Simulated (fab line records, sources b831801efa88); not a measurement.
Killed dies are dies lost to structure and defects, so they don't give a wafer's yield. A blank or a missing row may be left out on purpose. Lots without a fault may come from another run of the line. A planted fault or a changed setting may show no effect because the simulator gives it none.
A struck lot beside a sound one | flow gf180mcu | 43 steps out of a route of 602
Sound: wafers L354.1, L354.2, L354.6. Struck: wafers L357.3, L357.4, L357.5. The cause comes at the end.
At each step with rows: each side's tool, then ch and its chambers, then its first start. Under that, the readings that differ: sound wafers | struck wafers | difference of the means | sigmas: that difference in standard deviations of wafers without a fault.
alike: readings whose means differ by less than 2 such deviations, and words and numbers that are the same on both sides. not compared: withheld readings, readings that some wafer has no value for, bounds like >300 that may hide the same value, and numbers for which the record gives no deviation and whose values overlap.
The two part at a step that has a row with sigmas, a row that says differs or no value, or rows on one side only. Numbers that don't overlap but have no deviation are shown without sigmas and don't part them. A reading that every wafer of one side lacks parts them only if that side has two wafers or more.

first, 1 step without rows for these wafers: GF_DNWELL_IMPLANT_07.
GF_DNWELL_STRIP_08: strips in O2/N2.
  sound on plasma_asher-02 ch 0,1, day 2 17:58; struck on plasma_asher-03 ch 0,1, day 3 11:11
  alike: drypump_motor_current_A, heater_power_w, o2_flow_sccm, oes_product_au, strip_time_to_endpoint_s
  not compared: rf_hours_counter_h
GF_DNWELL_TW_MEAS_09:
  sound on film_metro-04, day 2 18:04; struck on film_metro-02, day 3 11:17
  alike: DNWELL_TW
then, 7 steps without rows for these wafers: GF_NWELL_DEHYDRATE_00 (time 60 s); GF_NWELL_HMDS_01 (prime time 60 s); GF_NWELL_COAT_02 (resist thk 3000 nm); GF_NWELL_SOFTBAKE_03; GF_NWELL_EXPOSE_04 (exposes mask Nwell, target cd 860 nm); GF_NWELL_PEB_05; GF_NWELL_DEVELOP_06 (develop time 60 s).
GF_NWELL_OVL_MEAS_07:
  sound on overlay-01, day 3 06:35; struck on overlay-01, day 4 00:06
  reading        | sound          | struck      | difference | sigmas
  NWELL_OVL (nm) | -1.7 -2.4 -0.7 | 0.9 2.8 2.0 | +3.5       | +2
then, 1 step without rows for these wafers: GF_NWELL_IMPLANT_08.
GF_NWELL_IMPLANT_09:
  sound on implanter-04 ch 0, day 3 06:47; struck on implanter-03, day 4 00:20
  no value came back on the struck wafers for beam_energy_keV, beam_on_s (s), end_station_pressure_torr (Torr); on the sound wafers beam_energy_keV reads 159.96 160.02 159.95
GF_NWELL_STRIP_10: strips in O2/N2.
  sound on plasma_asher-04 ch 0,1, day 3 06:56; struck on plasma_asher-04 ch 0,1, day 4 00:28
  alike: drypump_motor_current_A, heater_power_w, o2_flow_sccm, oes_product_au, strip_time_to_endpoint_s
  not compared: rf_hours_counter_h
GF_NWELL_TW_MEAS_11:
  sound on film_metro-01, day 3 07:02; struck on film_metro-04, day 4 00:33
  reading  | sound          | struck         | difference | sigmas
  NWELL_TW | 1599 1595 1602 | 1504 1506 1503 | -94        | -6
then, 7 steps without rows for these wafers: GF_LVPWELL_DEHYDRATE_00 (time 60 s); GF_LVPWELL_HMDS_01 (prime time 60 s); GF_LVPWELL_COAT_02 (resist thk 3000 nm); GF_LVPWELL_SOFTBAKE_03; GF_LVPWELL_EXPOSE_04 (exposes mask LVPWELL, target cd 600 nm); GF_LVPWELL_PEB_05; GF_LVPWELL_DEVELOP_06 (develop time 60 s).
GF_LVPWELL_OVL_MEAS_07:
  sound on overlay-01, day 3 19:53; struck on overlay-01, day 4 14:28
  alike: LVPWELL_OVL
then, 2 steps without rows for these wafers: GF_LVPWELL_IMPLANT_08; GF_LVPWELL_IMPLANT_09.
GF_LVPWELL_STRIP_10: strips in O2/N2.
  sound on plasma_asher-01 ch 0,1, day 3 20:14; struck on plasma_asher-01 ch 0,1, day 4 14:50
  alike: drypump_motor_current_A, heater_power_w, o2_flow_sccm, oes_product_au, strip_time_to_endpoint_s
  not compared: rf_hours_counter_h
GF_LVPWELL_TW_MEAS_11:
  sound on film_metro-04, day 3 20:20; struck on film_metro-01, day 4 14:55
  alike: LVPWELL_TW
then, 7 steps without rows for these wafers: GF_MVSD_DEHYDRATE_00 (time 60 s); GF_MVSD_HMDS_01 (prime time 60 s); GF_MVSD_COAT_02 (resist thk 3000 nm); GF_MVSD_SOFTBAKE_03; GF_MVSD_EXPOSE_04 (exposes mask MVSD, target cd 1000 nm); GF_MVSD_PEB_05; GF_MVSD_DEVELOP_06 (develop time 60 s).
GF_MVSD_OVL_MEAS_07:
  sound on overlay-01, day 4 10:13; struck on overlay-02, day 5 05:00
  alike: MVSD_OVL
then, 2 steps without rows for these wafers: GF_MVSD_IMPLANT_08; GF_MVSD_IMPLANT_09.
GF_MVSD_STRIP_10: strips in O2/N2.
  sound on plasma_asher-03 ch 0,1, day 4 10:34; struck on plasma_asher-02 ch 0,1, day 5 05:22
  alike: drypump_motor_current_A, heater_power_w, o2_flow_sccm, oes_product_au, strip_time_to_endpoint_s
  not compared: rf_hours_counter_h
GF_MVSD_TW_MEAS_11:
  sound on film_metro-03, day 4 10:40; struck on film_metro-01, day 5 05:27
  reading | sound          | struck         | difference | sigmas
  MVSD_TW | 1553 1546 1552 | 1595 1587 1598 | +43        | +3
then, 3 steps without rows for these wafers: GF_MVPSD_DEHYDRATE_00 (time 60 s); GF_MVPSD_HMDS_01 (prime time 60 s); GF_MVPSD_COAT_02 (resist thk 3000 nm).
-- the record jumps here: 3 days lie between the struck wafers' starts before and after --
GF_VT_IMPLANT_RS_MEAS_47: measures by four-point-probe.
  sound on film_metro-04, day 7 11:58; struck on film_metro-01, day 8 09:33
  reading           | sound             | struck | difference                    | sigmas
  NWELL_RS (ohm/sq) | 487.2 486.9 487.4 | - - -  | no value on the struck wafers |

WHERE THEY PART
First at GF_NWELL_OVL_MEAS_07; last, within this record, at GF_VT_IMPLANT_RS_MEAS_47.

WHY: what the simulator had put in
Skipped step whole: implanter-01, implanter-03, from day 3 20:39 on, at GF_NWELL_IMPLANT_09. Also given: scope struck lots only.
